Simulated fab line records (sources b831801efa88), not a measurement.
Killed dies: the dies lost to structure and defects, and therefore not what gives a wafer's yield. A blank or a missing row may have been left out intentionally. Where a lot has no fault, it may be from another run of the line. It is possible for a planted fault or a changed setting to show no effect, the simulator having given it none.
Matching of chambers -- flow sky130 -- SKY_VIA4_ETCH_12 on rie diel-01: 4 sister chambers
The step etches SiO2 in C4F8/O2/Ar, stops on TiN, target depth 580 nm. 4 wafers are shown with their chamber, then 12 later ones without.

== EACH WAFER AND ITS CHAMBER ==
wafer,chamber,oes product au (a.u.)
L082.1,2,0.927
L082.2,3,0.931
L082.5,1,0.924
L082.6,0,0.931

== WAFERS WITH NO CHAMBER GIVEN ==
wafer,oes product au (a.u.)
L090.1,0.931
L090.4,0.929
L090.5,0.930
L091.1,0.928
L091.2,0.928
L091.4,0.923
L095.1,0.931
L095.4,0.934
L095.5,0.928
L096.2,0.923
L096.4,0.923
L096.5,0.920

== WHICH CHAMBER EACH ONE RAN IN ==
wafer,from the rows above,in truth
L090.1,can't be placed: 0 or 3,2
L090.4,can't be placed: 0 or 2 or 3 or 1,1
L090.5,can't be placed: 0 or 3 or 2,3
L091.1,can't be placed: 2 or 0 or 3 or 1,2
L091.2,can't be placed: 2 or 0 or 3 or 1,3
L091.4,can't be placed: 1 or 2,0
L095.1,can't be placed: 0 or 3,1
L095.4,can't be placed: 0 or 3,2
L095.5,can't be placed: 2 or 0 or 3 or 1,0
L096.2,can't be placed: 1 or 2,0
L096.4,can't be placed: 1 or 2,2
L096.5,can't be placed: 1 or 2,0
Placed correctly: 0 of 12. Not placeable from these rows: 12 (in 6, the candidates include the true chamber). 0 placed wrongly.
How it was worked out, from the rows above alone: a wafer's distance from a chamber is the root of the sum, over the readings, of the square of ((its reading less the chamber's mean) divided by the reading's scatter). The wafer belongs to the nearest chamber; if the next one is less than 2 further off, it can't be placed. For every chamber, the mean is computed from those of its wafers that are shown. The scatter: root of mean squared gap, hidden wafer to nearest shown wafer, with one shown wafer a chamber.
